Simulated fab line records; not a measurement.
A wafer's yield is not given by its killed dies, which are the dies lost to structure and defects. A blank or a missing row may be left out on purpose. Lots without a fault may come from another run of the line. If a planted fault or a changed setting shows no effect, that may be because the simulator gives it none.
fab line records	flow sky130
[record] lots = 24	wafers = 72	last-day = 50
route steps=708 shown NWELL@79 VIA2@520 CAPM@551
lots untouched by any fault: they come from a run of this same line in which no faults occurred
start-h: hours from the record's opening day to when the first of the lot's shown wafers began	wait-h: how many hours have passed since the lot's step before this one	" the same as in the row above	L1.1+2: a single row standing in for several wafers	- either no value or no given start	* or withheld: withheld	< > ~ a bound
route shown NAME@n: a module of which the file shows steps, and the number in the route of the first	usual: mean/standard deviation of fault-free wafers	same: alike in all rows	chamber/n: place in a boat	sites: readings site by site	_std_site: the values' standard deviation	_edge_site: inner sites' mean taken away from outer sites' mean	radius-mm: for every site, how far away it sits from the centre of the wafer	mask NAME#n: copy n	behind: the most recent tool/chamber to have shaped the wafer	hold: cause of the lot's hold/its duration in hours/its outcome	device: the transistor (n, p or np) that didn't switch	end of line: the tests these same wafers got at the end of their route	a step with no rows: only its recipe	killed: dies lost to structure and defects at the first sort, not the wafer's yield	map: a wafer's dies, x killed, . not, _ none there
set.NAME: the setting as run; set.NAME@STEP: as run at that earlier step	model.NAME: the simulator's own value behind a step, which no gauge read
the route's steps for a sample of lots (tables are steps, rows are wafers)
services: from which hour (start-h, from the record's first day; less than 0 if before it) a tool's chamber was out of use, for how many hours, and why
[[steps]]
[step SKY_NWELL_TW_MEAS_26]
[usual] NWELL_2_TW = 498/3.5
lot.wafer	tool	chamber	start-h	wait-h	NWELL_2_TW
L074.1	film-metro-01	-	107.41	0.1	496
L074.3	"	-	"	"	497
L074.6	"	-	"	"	498
L075.1	film-metro-01	-	111.78	0.1	497
L075.2	"	-	"	"	498
L075.3	"	-	"	"	496
L076.2	film-metro-01	-	118.49	0.1	495
L076.3	"	-	"	"	495
L076.4	"	-	"	"	495
L077.1	film-metro-03	-	123.08	0.1	498
L077.4	"	-	"	"	498
L077.5	"	-	"	"	497
L078.1	film-metro-03	-	130.63	0.1	497
L078.2	"	-	"	"	499
L078.3	"	-	"	"	496
L079.2	film-metro-04	-	136.17	0.1	501
L079.5	"	-	"	"	504
L079.6	"	-	"	"	499
L080.3	film-metro-04	-	140.19	0.1	505
L080.4	"	-	"	"	502
L080.6	"	-	"	"	501
L081.2	film-metro-01	-	151.67	0.1	497
L081.4	"	-	"	"	498
L081.5	"	-	"	"	497
L082.1	film-metro-03	-	169.33	0.1	496
L082.2	"	-	"	"	496
L082.4	"	-	"	"	497
L083.1	film-metro-03	-	169.91	0.2	492
L083.4	"	-	"	"	494
L083.6	"	-	"	"	492
L084.1	film-metro-01	-	176.37	0.1	497
L084.2	"	-	"	"	496
L084.3	"	-	"	"	501
L085.1	film-metro-04	-	179.07	0.1	500
L085.5	"	-	"	"	499
L085.6	"	-	"	"	503
L086.1	film-metro-03	-	179.13	0.1	493
L086.5	"	-	"	"	493
L086.6	"	-	"	"	492
L087.4	film-metro-04	-	183.96	0.1	501
L087.5	"	-	"	"	501
L087.6	"	-	"	"	500
L088.3	film-metro-04	-	194.53	0.1	503
L088.5	"	-	"	"	503
L088.6	"	-	"	"	502
L089.2	film-metro-04	-	195.54	0.1	500
L089.3	"	-	"	"	503
L089.5	"	-	"	"	505
L090.2	film-metro-04	-	204.13	0.1	500
L090.3	"	-	"	"	502
L090.5	"	-	"	"	503
L091.2	film-metro-01	-	206.63	0.1	498
L091.3	"	-	"	"	497
L091.4	"	-	"	"	496
L092.3	film-metro-03	-	213.08	0.1	494
L092.4	"	-	"	"	492
L092.5	"	-	"	"	493
L093.1	film-metro-04	-	217.41	0.1	501
L093.3	"	-	"	"	502
L093.6	"	-	"	"	498
L094.1	film-metro-01	-	228.53	0.1	496
L094.2	"	-	"	"	496
L094.4	"	-	"	"	497
L095.1	film-metro-01	-	235.37	0.1	495
L095.2	"	-	"	"	496
L095.5	"	-	"	"	494
L096.2	film-metro-01	-	237.79	0.1	490
L096.3	"	-	"	"	497
L096.5	"	-	"	"	495
L097.1	film-metro-03	-	246.93	0.1	496
L097.4	"	-	"	"	495
L097.5	"	-	"	"	498
[step SKY_VIA2_OVL_MEAS_13]
[usual] VIA2_OVL = -2/5
lot.wafer	tool	chamber	start-h	wait-h	VIA2_OVL[nm]
L074.1	overlay-02	-	863.17	0.1	-3
L074.3	"	-	"	"	-4
L074.6	"	-	"	"	-4
L075.1	overlay-01	-	870.20	0.1	2
L075.2	"	-	"	"	1
L075.3	"	-	"	"	7
L076.2	overlay-01	-	877.52	0.1	0
L076.3	"	-	"	"	1
L076.4	"	-	"	"	3
L077.1	overlay-02	-	881.52	0.1	-5
L077.4	"	-	"	"	-4
L077.5	"	-	"	"	-7
L078.1	overlay-01	-	893.24	0.1	1
L078.2	"	-	"	"	6
L078.3	"	-	"	"	-2
L079.2	overlay-01	-	899.87	0.1	-2
L079.5	"	-	"	"	-1
L079.6	"	-	"	"	-10
L080.3	overlay-01	-	908.41	0.1	-5
L080.4	"	-	"	"	0
L080.6	"	-	"	"	-1
L081.2	overlay-02	-	923.56	0.1	-6
L081.4	"	-	"	"	-1
L081.5	"	-	"	"	-10
L082.1	overlay-01	-	943.57	0.1	-9
L082.2	"	-	"	"	-2
L082.4	"	-	"	"	-10
L083.1	overlay-02	-	945.10	0.1	-3
L083.4	"	-	"	"	1
L083.6	"	-	"	"	3
L084.1	overlay-01	-	948.49	0.1	-9
L084.2	"	-	"	"	-7
L084.3	"	-	"	"	-4
L085.1	overlay-02	-	955.12	0.1	-4
L085.5	"	-	"	"	0
L085.6	"	-	"	"	-3
L086.1	overlay-02	-	955.51	0.1	0
L086.5	"	-	"	"	-6
L086.6	"	-	"	"	6
L087.4	overlay-01	-	956.44	0.1	9
L087.5	"	-	"	"	11
L087.6	"	-	"	"	7
L088.3	overlay-02	-	968.41	0.1	-7
L088.5	"	-	"	"	-2
L088.6	"	-	"	"	-8
L089.2	overlay-02	-	973.31	0.1	3
L089.3	"	-	"	"	3
L089.5	"	-	"	"	5
L090.2	overlay-01	-	978.02	0.1	-10
L090.3	"	-	"	"	-2
L090.5	"	-	"	"	0
L091.2	overlay-01	-	984.41	0.1	-9
L091.3	"	-	"	"	0
L091.4	"	-	"	"	-1
L093.1	overlay-02	-	990.70	0.1	-1
L093.3	"	-	"	"	-7
L093.6	"	-	"	"	-4
L092.3	overlay-02	-	998.10	0.1	0
L092.4	"	-	"	"	0
L092.5	"	-	"	"	2
L094.1	overlay-02	-	1005.50	0.1	-9
L094.2	"	-	"	"	3
L094.4	"	-	"	"	-7
L095.1	overlay-02	-	1011.55	0.1	4
L095.2	"	-	"	"	2
L095.5	"	-	"	"	5
L096.2	overlay-02	-	1014.53	0.1	-4
L096.3	"	-	"	"	-4
L096.5	"	-	"	"	-2
L097.1	overlay-01	-	1020.17	0.1	-2
L097.4	"	-	"	"	-2
L097.5	"	-	"	"	-5
[step SKY_VIA2_STRIP_16]
[recipe] chemistry = O2/N2	power-w = 1400	pressure-mtorr = 1500	platen-temp-c = withheld	o2-flow-sccm = 3000	n2-flow-sccm = 300	overash-fraction = 0.5
[usual] drypump-motor-current-A = 6.0/0.45	oes-product-au = 0.398/0.0046	strip-time-to-endpoint-s = 4.034/0.028
lot.wafer	tool	chamber	start-h	wait-h	drypump-motor-current-A	oes-product-au	rf-hours-counter-h	strip-time-to-endpoint-s
L074.1	plasma-asher-01	1	863.31	0.0	5.7	0.404	46	4.016
L074.3	"	0	"	"	6.5	0.394	-	4.042
L074.6	"	1	"	"	5.7	0.402	-	4.067
L075.1	plasma-asher-01	1	870.34	0.0	5.7	0.411	47	4.059
L075.2	"	0	"	"	6.5	0.395	47	4.066
L075.3	"	1	"	"	5.7	0.392	-	4.068
L076.2	plasma-asher-03	1	877.66	0.0	5.7	0.399	10	4.027
L076.3	"	1	"	"	5.7	0.402	-	4.021
L076.4	"	0	"	"	6.1	0.402	-	4.020
L077.1	plasma-asher-01	0	881.66	0.0	6.5	0.404	48	4.075
L077.4	"	0	"	"	6.5	0.399	-	3.993
L077.5	"	1	"	"	5.7	0.401	-	4.089
L078.1	plasma-asher-03	0	893.39	0.0	6.0	0.393	12	4.000
L078.2	"	1	"	"	5.7	0.401	12	4.067
L078.3	"	1	"	"	5.7	0.403	-	4.018
L079.2	plasma-asher-01	0	900.01	0.0	6.4	0.396	50	4.054
L079.5	"	0	"	"	6.4	0.390	-	4.035
L079.6	"	1	"	"	5.7	0.402	-	4.055
L080.3	plasma-asher-02	1	908.57	0.1	6.6	0.390	-	4.034
L080.4	"	0	"	"	5.1	0.405	-	4.065
L080.6	"	0	"	"	5.1	0.395	-	4.046
L081.2	plasma-asher-01	0	923.69	0.0	6.5	0.395	52	4.052
L081.4	"	0	"	"	6.5	0.405	-	4.085
L081.5	"	0	"	"	6.4	0.398	-	4.091
L082.1	plasma-asher-03	1	943.71	0.0	5.8	0.400	17	4.022
L082.2	"	0	"	"	6.1	0.395	17	4.019
L082.4	"	1	"	"	5.8	0.393	-	4.028
L083.1	plasma-asher-01	1	945.24	0.0	5.7	0.402	54	4.061
L083.4	"	0	"	"	6.5	0.401	-	4.048
L083.6	"	0	"	"	6.5	0.401	-	4.069
L084.1	plasma-asher-01	0	948.64	0.0	6.5	0.398	54	4.051
L084.2	"	1	"	"	5.7	0.396	54	4.051
L084.3	"	0	"	"	6.5	0.402	-	4.037
L085.1	plasma-asher-03	0	955.26	0.0	6.1	0.395	18	4.047
L085.5	"	1	"	"	5.7	0.403	-	4.025
L085.6	"	0	"	"	6.1	0.399	-	4.033
L086.1	plasma-asher-03	1	955.66	0.0	5.8	0.401	18	4.005
L086.5	"	0	"	"	6.0	0.400	-	4.040
L086.6	"	1	"	"	5.7	0.394	-	4.007
L087.4	plasma-asher-01	0	956.59	0.1	6.4	0.392	-	4.034
L087.5	"	1	"	"	5.7	0.392	-	4.052
L087.6	"	0	"	"	6.5	0.405	-	4.050
L088.3	plasma-asher-03	0	968.57	0.1	6.1	0.405	-	4.030
L088.5	"	0	"	"	6.0	0.393	-	4.031
L088.6	"	1	"	"	5.7	0.398	-	4.055
L089.2	plasma-asher-03	1	973.44	0.0	5.8	0.395	20	4.001
L089.3	"	0	"	"	6.1	0.392	-	4.010
L089.5	"	1	"	"	5.8	0.398	-	4.024
L090.2	plasma-asher-01	1	978.16	0.0	5.7	0.402	58	4.019
L090.3	"	0	"	"	6.5	0.403	-	3.998
L090.5	"	1	"	"	5.7	0.395	-	4.040
L091.2	plasma-asher-01	1	984.54	0.0	5.7	0.399	58	4.033
L091.3	"	1	"	"	5.7	0.395	-	4.006
L091.4	"	0	"	"	6.5	0.394	-	4.003
L093.1	plasma-asher-02	0	990.84	0.0	5.1	0.400	91	4.029
L093.3	"	0	"	"	5.1	0.402	-	4.126
L093.6	"	1	"	"	6.6	0.393	-	3.992
L092.3	plasma-asher-02	1	998.26	0.1	6.6	0.399	-	4.014
L092.4	"	0	"	"	5.1	0.403	-	4.016
L092.5	"	0	"	"	5.1	0.394	-	4.016
L094.1	plasma-asher-03	0	1005.64	0.0	6.1	0.396	23	4.033
L094.2	"	1	"	"	5.7	0.403	23	4.010
L094.4	"	1	"	"	5.7	0.395	-	4.026
L095.1	plasma-asher-02	1	1011.69	0.0	6.6	0.405	93	4.053
L095.2	"	0	"	"	5.1	0.394	93	4.055
L095.5	"	1	"	"	6.6	0.384	-	4.050
L096.2	plasma-asher-02	0	1014.66	0.0	5.1	0.396	93	4.064
L096.3	"	0	"	"	5.1	0.390	-	4.035
L096.5	"	0	"	"	5.1	0.390	-	4.029
L097.1	plasma-asher-01	1	1020.31	0.0	5.7	0.394	62	4.016
L097.4	"	1	"	"	5.7	0.392	-	4.021
L097.5	"	1	"	"	5.7	0.399	-	4.033
[step SKY_VIA2_THK_MEAS_23]
[recipe] thk-meas-gauge = xrf	reads = W_of_VIA2_CVD_21
[usual] VIA2_W_THK = 407/5.7
lot.wafer	tool	chamber	start-h	wait-h	VIA2_W_THK[nm]
L074.1	film-metro-01	-	864.34	0.1	409
L074.3	"	-	"	"	410
L074.6	"	-	"	"	409
L075.1	film-metro-02	-	871.25	0.1	409
L075.2	"	-	"	"	411
L075.3	"	-	"	"	416
L076.2	film-metro-03	-	878.57	0.1	401
L076.3	"	-	"	"	409
L076.4	"	-	"	"	401
L077.1	film-metro-03	-	882.56	0.1	406
L077.4	"	-	"	"	402
L077.5	"	-	"	"	412
L078.1	film-metro-03	-	894.30	0.1	398
L078.2	"	-	"	"	407
L078.3	"	-	"	"	409
L079.2	film-metro-03	-	900.93	0.1	398
L079.5	"	-	"	"	394
L079.6	"	-	"	"	403
L080.3	film-metro-03	-	909.46	0.1	404
L080.4	"	-	"	"	401
L080.6	"	-	"	"	404
L081.2	film-metro-03	-	924.60	0.1	403
L081.4	"	-	"	"	410
L081.5	"	-	"	"	409
L082.1	film-metro-03	-	944.65	0.1	405
L082.2	"	-	"	"	402
L082.4	"	-	"	"	409
L083.1	film-metro-01	-	946.15	0.1	406
L083.4	"	-	"	"	403
L083.6	"	-	"	"	401
L084.1	film-metro-03	-	949.57	0.1	405
L084.2	"	-	"	"	409
L084.3	"	-	"	"	403
L085.1	film-metro-03	-	956.16	0.1	404
L085.5	"	-	"	"	410
L085.6	"	-	"	"	407
L086.1	film-metro-01	-	956.56	0.1	402
L086.5	"	-	"	"	405
L086.6	"	-	"	"	398
L087.4	film-metro-03	-	957.49	0.1	403
L087.5	"	-	"	"	405
L087.6	"	-	"	"	403
L088.3	film-metro-03	-	969.47	0.1	414
L088.5	"	-	"	"	418
L088.6	"	-	"	"	416
L089.2	film-metro-03	-	974.38	0.1	413
L089.3	"	-	"	"	403
L089.5	"	-	"	"	415
L090.2	film-metro-03	-	979.09	0.1	408
L090.3	"	-	"	"	402
L090.5	"	-	"	"	407
L091.2	film-metro-01	-	985.51	0.1	410
L091.3	"	-	"	"	407
L091.4	"	-	"	"	404
L093.1	film-metro-02	-	991.75	0.1	409
L093.3	"	-	"	"	415
L093.6	"	-	"	"	414
L092.3	film-metro-02	-	999.18	0.1	414
L092.4	"	-	"	"	412
L092.5	"	-	"	"	412
L094.1	film-metro-01	-	1007.00	0.1	410
L094.2	"	-	"	"	403
L094.4	"	-	"	"	411
L095.1	film-metro-02	-	1012.74	0.1	417
L095.2	"	-	"	"	412
L095.5	"	-	"	"	423
L096.2	film-metro-03	-	1015.78	0.1	403
L096.3	"	-	"	"	398
L096.5	"	-	"	"	397
L097.1	film-metro-02	-	1021.21	0.1	414
L097.4	"	-	"	"	409
L097.5	"	-	"	"	403
[step SKY_VIA2_CMP_24]
[recipe] stop-on = SiO2	t-overpolish-s = 20	down-force-psi = 3.5	platen-rpm = 60	target-thk-nm = 0	pad-velocity-m-s = 0.94248
[usual] motor-current-A = 10.5/1.2	overpolish-run-s = 19.999/0.0093	retaining-ring-pressure-frac = 1.000/0.005	slurry-flow-ml-min = 150.0/0.51	time-to-endpoint-s = 101/4.4
lot.wafer	tool	chamber	start-h	wait-h	motor-current-A	overpolish-run-s	retaining-ring-pressure-frac	slurry-flow-ml-min	time-to-endpoint-s
L074.1	cmp-01	0	864.40	0.1	8.9	19.990	0.997	149.9	102
L074.3	"	2	"	"	11.0	19.987	0.994	150.1	96
L074.6	"	0	"	"	8.9	20.015	1.002	150.3	108
L075.2	cmp-01	0	871.31	0.0	8.8	19.984	0.998	150.9	100
L075.3	"	1	"	"	10.5	19.999	1.001	150.2	98
L075.1	"	2	"	"	11.1	19.984	1.006	150.3	91
L076.3	cmp-01	0	878.67	0.1	9.0	20.004	0.997	149.9	96
L076.4	"	1	"	"	10.0	19.985	1.010	149.8	96
L076.2	"	2	"	"	11.3	20.001	0.996	149.7	91
L077.1	cmp-02	0	882.67	0.1	11.4	19.992	0.997	150.6	106
L077.4	"	1	"	"	8.8	20.008	0.996	151.0	98
L077.5	"	0	"	"	11.0	19.992	1.000	150.0	103
L078.1	cmp-02	0	894.41	0.1	11.4	19.992	1.003	149.1	102
L078.3	"	1	"	"	9.0	19.996	0.994	150.9	105
L078.2	"	2	"	"	13.9	19.994	1.009	150.5	97
L079.2	cmp-02	0	901.13	0.2	10.9	19.987	1.000	150.0	101
L079.6	"	1	"	"	9.7	19.998	1.007	149.8	103
L079.5	"	2	"	"	12.9	19.995	1.007	150.3	94
L080.4	cmp-02	0	909.50	0.0	11.5	20.006	0.997	150.0	99
L080.3	"	2	"	"	12.8	19.995	0.996	149.7	97
L080.6	"	0	"	"	11.8	20.017	0.999	150.3	106
L081.2	cmp-01	1	924.65	0.0	10.9	20.003	1.008	149.9	103
L081.4	"	2	"	"	11.4	19.990	1.001	149.7	103
L081.5	"	2	"	"	11.4	19.989	0.995	149.6	99
L082.2	cmp-01	2	944.84	0.2	11.1	19.996	0.994	149.5	95
L082.1	"	3	"	"	9.4	19.997	1.001	150.4	97
L082.4	"	0	"	"	9.6	19.992	1.005	149.5	101
L083.1	cmp-02	3	946.31	0.1	10.7	19.999	0.998	149.3	94
L083.4	"	0	"	"	11.5	19.996	1.004	150.5	101
L083.6	"	2	"	"	12.0	19.985	1.000	150.2	92
L084.1	cmp-01	3	949.63	0.1	9.0	20.000	1.001	150.3	103
L084.2	"	0	"	"	9.3	19.998	0.999	149.9	110
L084.3	"	2	"	"	11.2	20.010	1.002	150.7	103
L085.1	cmp-01	3	956.27	0.1	9.8	19.992	0.991	150.2	102
L085.6	"	2	"	"	11.2	20.008	0.990	149.5	101
L085.5	"	3	"	"	8.9	20.011	0.982	149.5	105
L086.1	cmp-02	1	956.77	0.2	9.4	20.002	0.998	150.5	96
L086.5	"	2	"	"	12.6	20.010	1.005	150.2	95
L086.6	"	3	"	"	10.7	20.002	0.996	149.8	94
L087.4	cmp-02	1	957.52	0.0	9.4	19.987	1.001	149.5	100
L087.6	"	1	"	"	9.1	20.002	1.005	149.3	99
L087.5	"	2	"	"	12.7	19.991	0.998	150.4	97
L088.3	cmp-02	2	969.51	0.0	13.1	19.986	1.001	149.0	98
L088.6	"	2	"	"	12.7	19.989	1.011	149.6	103
L088.5	"	3	"	"	10.7	20.005	1.005	149.6	100
L089.3	cmp-01	2	974.43	0.0	11.3	19.994	0.996	150.0	95
L089.2	"	3	"	"	9.3	20.017	1.002	150.0	101
L089.5	"	2	"	"	11.3	19.990	0.998	150.1	98
L090.3	cmp-01	1	979.14	0.0	10.3	19.989	1.006	149.4	103
L090.2	"	2	"	"	11.0	19.986	1.001	150.7	100
L090.5	"	2	"	"	10.7	20.019	1.008	150.0	99
L091.2	cmp-01	1	985.64	0.1	10.4	20.006	1.001	149.3	104
L091.4	"	2	"	"	11.2	20.012	0.998	149.9	100
L091.3	"	0	"	"	8.8	20.005	1.000	149.5	108
L093.1	cmp-02	1	991.86	0.1	9.5	20.002	0.993	149.6	105
L093.3	"	2	"	"	13.1	19.990	1.000	149.7	100
L093.6	"	1	"	"	8.9	20.004	0.996	150.2	106
L092.4	cmp-01	2	999.22	0.0	11.4	19.997	0.997	149.4	102
L092.3	"	0	"	"	9.5	19.994	1.004	150.6	110
L092.5	"	2	"	"	10.5	19.997	1.006	149.5	102
L094.1	cmp-02	3	1007.20	0.2	10.7	19.994	0.999	150.3	98
L094.4	"	0	"	"	11.3	19.993	0.995	149.6	108
L094.2	"	1	"	"	9.2	20.015	1.001	149.9	102
L095.1	cmp-01	3	1012.85	0.1	9.5	20.002	0.993	150.4	98
L095.2	"	0	"	"	8.9	20.004	0.999	149.3	101
L095.5	"	2	"	"	11.1	19.994	1.004	150.3	99
L096.3	cmp-02	0	1015.83	0.0	11.3	20.015	0.990	149.3	101
L096.2	"	3	"	"	10.6	19.988	0.999	150.0	94
L096.5	"	1	"	"	9.1	20.003	0.999	150.3	102
L097.1	cmp-02	2	1021.47	0.2	13.2	19.975	0.998	149.7	100
L097.4	"	3	"	"	10.8	20.000	0.992	148.9	97
L097.5	"	1	"	"	9.7	19.985	1.002	149.6	102
[step SKY_CAPM_STRIP_14]
[recipe] chemistry = O2/N2	power-w = 1400	pressure-mtorr = 1500	platen-temp-c = withheld	o2-flow-sccm = 3000	n2-flow-sccm = 300	overash-fraction = 0.5
[usual] drypump-motor-current-A = 6.0/0.55	oes-product-au = 0.710/0.0045	strip-time-to-endpoint-s = 12.66/0.045
lot.wafer	tool	chamber	start-h	wait-h	drypump-motor-current-A	oes-product-au	rf-hours-counter-h	strip-time-to-endpoint-s
L074.1	plasma-asher-02	0	891.19	0.1	5.1	0.713	81	12.64
L074.3	"	0	"	"	5.1	0.713	-	12.63
L074.6	"	1	"	"	6.6	0.707	-	12.64
L075.1	plasma-asher-03	1	897.71	0.1	5.7	0.713	12	12.70
L075.2	"	0	"	"	6.0	0.708	12	12.69
L075.3	"	0	"	"	6.1	0.708	-	12.71
L076.2	plasma-asher-04	0	905.31	0.1	6.5	0.710	109	12.67
L076.3	"	1	"	"	6.0	0.718	-	12.66
L076.4	"	0	"	"	6.5	0.709	-	12.64
L077.1	plasma-asher-02	0	909.41	0.1	5.1	0.712	82	12.65
L077.4	"	1	"	"	6.6	0.715	-	12.65
L077.5	"	0	"	"	5.1	0.717	-	12.61
L078.1	plasma-asher-02	0	920.51	0.1	5.1	0.709	83	12.75
L078.2	"	1	"	"	6.6	0.711	83	12.65
L078.3	"	1	"	"	6.6	0.706	-	12.70
L079.2	plasma-asher-02	0	926.84	0.1	5.1	0.710	84	12.70
L079.5	"	1	"	"	6.6	0.712	-	12.65
L079.6	"	0	"	"	5.1	0.705	-	12.70
L080.3	plasma-asher-02	1	936.14	0.1	6.7	0.714	-	12.72
L080.4	"	0	"	"	5.1	0.709	-	12.72
L080.6	"	1	"	"	6.6	0.704	-	12.72
L081.2	plasma-asher-02	0	950.79	0.1	5.1	0.715	86	12.69
L081.4	"	1	"	"	6.6	0.707	-	12.68
L081.5	"	0	"	"	5.1	0.719	-	12.73
L082.1	plasma-asher-03	1	969.59	0.1	5.7	0.705	19	12.62
L082.2	"	0	"	"	6.0	0.711	19	12.67
L082.4	"	1	"	"	5.7	0.710	-	12.62
L083.1	plasma-asher-04	1	970.56	0.1	6.0	0.705	116	12.66
L083.4	"	1	"	"	6.0	0.702	-	12.67
L083.6	"	0	"	"	6.6	0.710	-	12.64
L084.1	plasma-asher-03	1	974.71	0.1	5.7	0.715	20	12.58
L084.2	"	0	"	"	6.1	0.709	20	12.65
L084.3	"	0	"	"	6.1	0.719	-	12.68
L085.1	plasma-asher-04	1	981.04	0.1	6.0	0.715	117	12.64
L085.5	"	1	"	"	6.0	0.709	-	12.66
L085.6	"	0	"	"	6.5	0.707	-	12.65
L086.1	plasma-asher-02	1	981.34	0.1	6.5	0.718	90	12.56
L086.5	"	0	"	"	5.1	0.710	-	12.57
L086.6	"	1	"	"	6.6	0.711	-	12.63
L087.4	plasma-asher-02	1	982.34	0.1	6.6	0.711	-	12.71
L087.5	"	1	"	"	6.5	0.705	-	12.69
L087.6	"	0	"	"	5.1	0.713	-	12.73
L088.3	plasma-asher-03	1	994.48	0.1	5.7	0.710	-	12.67
L088.5	"	1	"	"	5.7	0.706	-	12.63
L088.6	"	0	"	"	6.1	0.715	-	12.62
L089.2	plasma-asher-02	0	998.86	0.1	5.1	0.713	91	12.63
L089.3	"	0	"	"	5.1	0.708	-	12.63
L089.5	"	0	"	"	5.1	0.715	-	12.61
L090.2	plasma-asher-02	1	1003.81	0.1	6.6	0.711	92	12.72
L090.3	"	1	"	"	6.6	0.713	-	12.71
L090.5	"	1	"	"	6.6	0.710	-	12.66
L091.2	plasma-asher-04	0	1009.79	0.1	6.5	0.706	119	12.65
L091.3	"	0	"	"	6.5	0.705	-	12.66
L091.4	"	1	"	"	6.0	0.705	-	12.59
L093.1	plasma-asher-04	1	1016.69	0.1	6.0	0.713	120	12.70
L093.3	"	1	"	"	6.0	0.715	-	12.68
L093.6	"	0	"	"	6.5	0.708	-	12.70
L092.3	plasma-asher-04	1	1022.90	0.1	6.0	0.706	-	12.77
L092.4	"	0	"	"	6.5	0.709	-	12.72
L092.5	"	0	"	"	6.5	0.716	-	12.69
L094.1	plasma-asher-03	1	1031.41	0.1	5.7	0.712	25	12.61
L094.2	"	0	"	"	6.1	0.711	25	12.63
L094.4	"	1	"	"	5.7	0.709	-	12.65
L095.1	plasma-asher-03	1	1036.76	0.1	5.7	0.703	26	12.63
L095.2	"	0	"	"	6.0	0.712	26	12.60
L095.5	"	1	"	"	5.7	0.712	-	12.63
L096.2	plasma-asher-03	0	1039.96	0.1	6.0	0.712	26	12.64
L096.3	"	0	"	"	6.0	0.708	-	12.67
L096.5	"	1	"	"	5.8	0.707	-	12.61
L097.1	plasma-asher-02	0	1044.01	0.1	5.1	0.701	95	12.73
L097.4	"	0	"	"	5.1	0.713	-	12.66
L097.5	"	0	"	"	5.1	0.701	-	12.73
[[services]]
tool	chamber	start-h	hours	kind
cmp-01	-	839.81	2.3	repair
cmp-02	-	842.43	0.9	repair
plasma-asher-01	-	846.96	0.4	repair
cmp-01	-	856.67	0.2	repair
cmp-01	-	858.48	1.2	repair
cmp-02	-	865.20	0.8	repair
cmp-01	-	902.00	2.3	repair
cmp-02	-	909.80	6.0	pm
cmp-02	-	915.81	4.0	pm
cmp-02	-	919.81	-	consumable-replace:conditioner
cmp-02	-	919.81	-	consumable-replace:pad
cmp-02	-	984.72	4.3	pm
plasma-asher-02	-	1015.64	0.8	repair
plasma-asher-02	-	1018.76	2.8	pm
cmp-02	-	1019.97	1.2	repair
[[key]]
fault none
